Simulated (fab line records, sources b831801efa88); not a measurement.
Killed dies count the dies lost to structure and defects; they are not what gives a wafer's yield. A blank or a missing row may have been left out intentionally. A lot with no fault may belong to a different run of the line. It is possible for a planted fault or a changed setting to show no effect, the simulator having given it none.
fab line records	flow sky130
[record] lots = 5	wafers = 15	last-day = 49
route steps=708 shown VIA3@575
lots that met no fault: taken from a fault-free run of the same line
start-h: hours from the record's opening day to when the first of the lot's shown wafers began	wait-h: hours elapsed since this lot's preceding step	" repeats the value in the row above	L1.1+2: a row that stands for several wafers	- no value present, or no start provided	* or withheld: withheld	< > ~ a bound
route shown NAME@n: names a module that has steps shown in the file, with the first one's number in the route	usual: mean and standard deviation over wafers with no fault	same: alike in all rows	chamber/n: place in a boat	sites: readings site by site	_std_site: the standard deviation of these	_edge_site: outer sites' mean less inner sites'	radius-mm: for every site, how far away it sits from the centre of the wafer	mask NAME#n: copy n	behind: the last tool/chamber to shape the wafer	hold: what put the lot on hold/how long, in hours/how the hold closed	device: the transistor (n, p or np) that didn't switch	end of line: the tests these same wafers got at the end of their route	a step without rows: its recipe alone	killed: dies lost to structure and defects at the first sort, not the wafer's yield	map: per-die view of a wafer (x killed, . not killed, _ where there is no die)
set.NAME: the setting as run; set.NAME@STEP: as run at that earlier step	model.NAME: the simulator's own value behind a step, which no gauge read
lots at selected steps of the route; one table per step, one row per wafer
services: a tool's chamber out of use, with start hour (start-h, from the record's first day; less than 0 if before it), hours out, and reason
[[steps]]
[step SKY_VIA3_CMP_02]
[recipe] material = SiO2	down-force-psi = 4	platen-rpm = 60	pad-velocity-m-s = 0.94248
[usual] motor-current-A = 12.6/1
lot.wafer	tool	chamber	start-h	wait-h	motor-current-A
L080.4	cmp-02	0	951.15	0.1	10.7
L080.2	"	1	"	"	11.6
L080.6	"	3	"	"	13.5
L081.1	cmp-01	2	955.68	0.1	11.7
L081.5	"	0	"	"	13.0
L081.6	"	1	"	"	13.2
L082.2	cmp-02	3	966.65	0.1	13.4
L082.1	"	1	"	"	11.7
L082.5	"	2	"	"	14.4
L092.2	cmp-01	1	1029.12	0.0	13.7
L092.4	"	2	"	"	12.4
L092.3	"	3	"	"	12.4
L093.3	cmp-02	2	1033.62	0.1	14.3
L093.1	"	0	"	"	11.0
L093.6	"	2	"	"	14.1
[step SKY_VIA3_BOW_MEAS_03]
[recipe] mode = bow
[usual] VIA3_BOW = 80/7.4
lot.wafer	tool	chamber	start-h	wait-h	VIA3_BOW[um]
L080.2	film-metro-01	-	951.42	0.2	79
L080.4	"	-	"	"	82
L080.6	"	-	"	"	76
L081.1	film-metro-01	-	955.88	0.1	83
L081.5	"	-	"	"	84
L081.6	"	-	"	"	76
L082.1	film-metro-04	-	966.90	0.1	78
L082.2	"	-	"	"	81
L082.5	"	-	"	"	77
L092.2	film-metro-04	-	1029.44	0.3	84
L092.3	"	-	"	"	83
L092.4	"	-	"	"	84
L093.1	film-metro-04	-	1033.87	0.1	77
L093.3	"	-	"	"	75
L093.6	"	-	"	"	79
[step SKY_VIA3_DEHYDRATE_04]
[recipe] temp-c = 200	time-s = 60
lot.wafer	tool	chamber	start-h	wait-h
L080.2+4+6	litho-track-03	0	962.61	11.2
L081.1+5+6	litho-track-04	0	967.10	11.2
L082.1+2+5	litho-track-03	0	978.08	11.2
L092.2+3+4	litho-track-01	0	1040.15	10.7
L093.1+3+6	litho-track-03	0	1044.43	10.5
[step SKY_VIA3_HMDS_05]
[recipe] prime-time-s = 60	prime-temp-c = 120
lot.wafer	tool	chamber	start-h	wait-h
L080.2+4+6	litho-track-03	0	962.76	0.1
L081.1+5+6	litho-track-04	0	967.25	0.1
L082.1+2+5	litho-track-03	0	978.23	0.1
L092.2+3+4	litho-track-01	0	1040.30	0.1
L093.1+3+6	litho-track-03	0	1044.58	0.1
[step SKY_VIA3_COAT_06]
[recipe] resist = BARC	temp-c = withheld	time-s = withheld	spin-rpm = 3000	resist-thk-nm = 60
lot.wafer	tool	chamber	start-h	wait-h
L080.2+4+6	litho-track-03	0	962.91	0.1
L081.1+5+6	litho-track-04	0	967.40	0.1
L082.1+2+5	litho-track-03	0	978.38	0.1
L092.2+3+4	litho-track-01	0	1040.45	0.1
L093.1+3+6	litho-track-03	0	1044.73	0.1
[step SKY_VIA3_COAT_07]
[recipe] resist = KrF-thick	spin-rpm = 3000	resist-thk-nm = 450
lot.wafer	tool	chamber	start-h	wait-h
L080.2+4+6	litho-track-03	0	-	-
L081.1+5+6	litho-track-04	0	-	-
L082.1+2+5	litho-track-03	0	-	-
L092.2+3+4	litho-track-01	0	-	-
L093.1+3+6	litho-track-03	0	-	-
[step SKY_VIA3_SOFTBAKE_08]
[recipe] temp-c = 100	time-s = 90	resist = KrF-thick
lot.wafer	tool	chamber	start-h	wait-h
L080.2+4+6	litho-track-03	0	-	-
L081.1+5+6	litho-track-04	0	-	-
L082.1+2+5	litho-track-03	0	-	-
L092.2+3+4	litho-track-01	0	-	-
L093.1+3+6	litho-track-03	0	-	-
[step SKY_VIA3_EXPOSE_09]
[recipe] mask-id = VIM3	na = 0.8	source-shape = annular	sigma-inner = 0.55	sigma-outer = 0.85	target-cd-nm = 200	dose-mj = 38
[usual] stage-vel-mm-s = 499.97/0.22
[same] sigma-inner = 0.55
lot.wafer	tool	chamber	start-h	wait-h	mask	stage-vel-mm-s
L080.2	krf-scanner-02	0	-	-	VIM3#0	499.90
L080.4	"	0	"	"	VIM3#0	499.75
L080.6	"	0	"	"	VIM3#0	499.89
L081.1	krf-scanner-02	0	-	-	VIM3#0	500.20
L081.5	"	0	"	"	VIM3#0	500.21
L081.6	"	0	"	"	VIM3#0	500.10
L082.1	krf-scanner-01	0	-	-	VIM3#0	500.19
L082.2	"	0	"	"	VIM3#0	500.15
L082.5	"	0	"	"	VIM3#0	500.02
L092.2	krf-scanner-02	0	-	-	VIM3#0	500.03
L092.3	"	0	"	"	VIM3#0	500.07
L092.4	"	0	"	"	VIM3#0	499.61
L093.1	krf-scanner-02	0	-	-	VIM3#0	499.90
L093.3	"	0	"	"	VIM3#0	499.84
L093.6	"	0	"	"	VIM3#0	500.07
[step SKY_VIA3_PEB_10]
[recipe] peb-temp-c = withheld	peb-time-s = withheld	resist = KrF-thick
lot.wafer	tool	chamber	start-h	wait-h
L080.2+4+6	litho-track-03	0	-	-
L081.1+5+6	litho-track-03	0	-	-
L082.1+2+5	litho-track-03	0	-	-
L092.2+3+4	litho-track-01	0	-	-
L093.1+3+6	litho-track-03	0	-	-
[step SKY_VIA3_DEVELOP_11]
[recipe] develop-time-s = 60	resist = KrF-thick	dev-temp-c = 21
lot.wafer	tool	chamber	start-h	wait-h
L080.2+4+6	litho-track-03	0	-	-
L081.1+5+6	litho-track-03	0	-	-
L082.1+2+5	litho-track-03	0	-	-
L092.2+3+4	litho-track-01	0	-	-
L093.1+3+6	litho-track-03	0	-	-
[step SKY_VIA3_CD_MEAS_12]
[recipe] target-cd-nm = 200
[usual] cd-nm = 199.8/1.3
lot.wafer	tool	chamber	start-h	wait-h	cd-nm
L080.2	cd-sem-02	-	975.15	-	198.2
L080.4	"	-	"	"	196.8
L080.6	"	-	"	"	198.3
L081.1	cd-sem-01	-	979.53	-	198.1
L081.5	"	-	"	"	198.5
L081.6	"	-	"	"	198.8
L082.1	cd-sem-01	-	991.08	-	198.9
L082.2	"	-	"	"	199.7
L082.5	"	-	"	"	198.3
L092.2	cd-sem-01	-	1051.74	-	199.3
L092.3	"	-	"	"	200.8
L092.4	"	-	"	"	198.8
L093.1	cd-sem-01	-	1055.93	-	199.4
L093.3	"	-	"	"	200.4
L093.6	"	-	"	"	200.3
[step SKY_VIA3_OVL_MEAS_13]
[usual] VIA3_OVL = 0/5.1
lot.wafer	tool	chamber	start-h	wait-h	VIA3_OVL[nm]
L080.2	overlay-01	-	975.29	0.1	-5
L080.4	"	-	"	"	0
L080.6	"	-	"	"	-4
L081.1	overlay-01	-	979.65	0.1	5
L081.5	"	-	"	"	4
L081.6	"	-	"	"	5
L082.1	overlay-01	-	991.20	0.1	-13
L082.2	"	-	"	"	-1
L082.5	"	-	"	"	-2
L092.2	overlay-02	-	1051.85	0.1	-3
L092.3	"	-	"	"	-9
L092.4	"	-	"	"	-14
L093.1	overlay-01	-	1056.05	0.1	1
L093.3	"	-	"	"	-5
L093.6	"	-	"	"	-1
[step SKY_VIA3_ETCH_14]
[recipe] chemistry = N2/H2	target = BARC	ion-energy-ev = 200	source-w = 500	bias-w = 100	pressure-mtorr = 30	n2-flow-sccm = 100	h2-flow-sccm = 200	stop-on = SiO2	time-s = 45.9	target-depth-a = 600
[usual] drypump-motor-current-A = 6.0/0.5	oes-product-au = 0.855/0.005	throttle-valve-pct = 13.225/0.0086
lot.wafer	tool	chamber	start-h	wait-h	drypump-motor-current-A	oes-product-au	rf-hours-counter-h	throttle-valve-pct
L080.2	rie-diel-02	0	975.32	0.0	6.0	0.846	7	13.219
L080.4	"	1	"	"	5.2	0.858	10	13.237
L080.6	"	0	"	"	6.0	0.860	-	13.226
L081.1	rie-diel-02	0	979.69	0.0	6.0	0.853	7	13.233
L081.5	"	2	"	"	5.9	0.857	-	13.217
L081.6	"	1	"	"	5.2	0.850	-	13.223
L082.1	rie-diel-04	2	991.24	0.0	5.5	0.860	5	13.232
L082.2	"	0	"	"	6.3	0.858	10	13.217
L082.5	"	2	"	"	5.6	0.856	-	13.225
L092.2	rie-diel-04	3	1051.88	0.0	6.6	0.848	13	13.214
L092.3	"	2	"	"	5.5	0.868	8	13.219
L092.4	"	0	"	"	6.3	0.856	12	13.222
L093.1	rie-diel-04	0	1056.09	0.0	6.4	0.851	12	13.222
L093.3	"	3	"	"	6.6	0.849	13	13.238
L093.6	"	3	"	"	6.6	0.850	-	13.219
[[services]]
tool	chamber	start-h	hours	kind
krf-scanner-01	-	928.39	2.1	repair
rie-diel-04	-	936.89	0.9	repair
cmp-01	-	938.14	0.5	repair
krf-scanner-02	-	943.64	0.8	pm
rie-diel-02	1	944.17	4.7	repair
rie-diel-02	1	949.62	13.7	repair
rie-diel-02	3	950.87	4.8	repair
krf-scanner-01	-	956.99	4.4	pm
cmp-02	-	957.93	1.7	repair
cmp-02	-	958.45	1.7	repair
cmp-01	-	972.55	0.3	repair
rie-diel-02	3	977.78	1.4	repair
krf-scanner-01	-	981.98	1.9	repair
cmp-02	-	982.22	1.4	repair
cmp-01	-	982.47	0.2	repair
cmp-02	-	985.74	4.4	pm
rie-diel-02	-	989.23	14.6	pm
krf-scanner-02	-	1006.16	4.0	pm
krf-scanner-02	-	1014.43	1.3	pm
rie-diel-04	3	1024.89	8.0	repair
rie-diel-04	1	1025.32	1.6	repair
krf-scanner-02	-	1033.86	1.0	pm
cmp-01	-	1041.18	0.8	repair
rie-diel-02	2	1045.87	7.2	repair
[[key]]
fault none
